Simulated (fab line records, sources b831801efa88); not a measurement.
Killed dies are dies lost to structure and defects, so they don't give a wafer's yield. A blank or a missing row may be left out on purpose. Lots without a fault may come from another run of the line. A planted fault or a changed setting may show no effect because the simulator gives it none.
Chamber matching | flow gf180mcu | GF_CONTACT_CMP_27 on cmp-02: 4 sister chambers
The step polishes, stops on SiO2, t overpolish 15 s, target thk 0 nm. 16 wafers are shown with their chamber, then 8 later ones without.

WAFERS WITH THEIR CHAMBER
wafer  | chamber | motor_current_A (A) | time_to_endpoint_s (s) | overpolish_run_s (s)
L829.2 | 3       | 10.3                | 73.1                   | 15.012
L829.3 | 0       | 12.8                | 79.9                   | 14.997
L829.4 | 1       | 13.5                | 77.0                   | 15.009
L832.2 | 3       | 10.9                | 71.4                   | 14.988
L832.5 | 2       | 11.9                | 74.1                   | 15.020
L832.6 | 1       | 13.4                | 72.8                   | 15.015
L834.2 | 1       | 13.7                | 71.0                   | 15.012
L834.3 | 0       | 12.3                | 73.1                   | 14.999
L834.4 | 2       | 12.6                | 76.9                   | 14.988
L839.3 | 2       | 12.9                | 73.8                   | 15.002
L839.4 | 3       | 11.0                | 71.1                   | 14.984
L839.6 | 1       | 13.4                | 70.8                   | 14.994
L845.2 | 3       | 11.2                | 70.0                   | 15.008
L845.4 | 2       | 12.7                | 76.1                   | 15.004
L845.6 | 1       | 13.0                | 70.3                   | 15.008
L849.2 | 2       | 12.2                | 76.6                   | 15.006

SIGNATURES (means of the wafers above)
reading            | chamber 0 | chamber 1 | chamber 2 | chamber 3 | scatter within a chamber
motor_current_A    | 12.550    | 13.400    | 12.460    | 10.850    | 0.352
time_to_endpoint_s | 76.500    | 72.380    | 75.500    | 71.400    | 2.36
overpolish_run_s   | 14.99800  | 15.00760  | 15.00400  | 14.99800  | 0.0107
Rule: a wafer's distance from a chamber is the root of the sum, over the readings, of the square of ((its reading less the chamber's mean) divided by the reading's scatter). The wafer belongs to the nearest chamber; if the next one is less than 2 further off, it can't be placed. The scatter: the root of (the sum of the squares of (reading less its chamber's mean) over the shown wafers, divided by (wafers less chambers)).

WAFERS WITHOUT THEIR CHAMBER
wafer  | motor_current_A (A) | time_to_endpoint_s (s) | overpolish_run_s (s)
L849.3 | 10.9                | 75.2                   | 14.983
L849.6 | 10.8                | 74.7                   | 14.980
L850.1 | 11.0                | 73.2                   | 15.002
L850.2 | 12.7                | 75.0                   | 14.990
L850.3 | 13.4                | 71.0                   | 14.995
L851.4 | 13.4                | 74.0                   | 15.000
L851.5 | 13.5                | 75.0                   | 14.986
L851.6 | 11.1                | 72.1                   | 14.985

WHICH CHAMBER EACH WENT THROUGH
wafer  | from the rows above          | in truth
L849.3 | 3                            | 3
L849.6 | 3                            | 3
L850.1 | 3                            | 3
L850.2 | can't be placed: 0 or 2 or 1 | 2
L850.3 | 1                            | 1
L851.4 | can't be placed: 1 or 0 or 2 | 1
L851.5 | can't be placed: 1 or 0 or 2 | 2
L851.6 | 3                            | 3
Placed correctly: 5 of 8. Can't be placed from these rows: 3 (the true chamber is among the candidates in 3). Placed wrongly: 0.
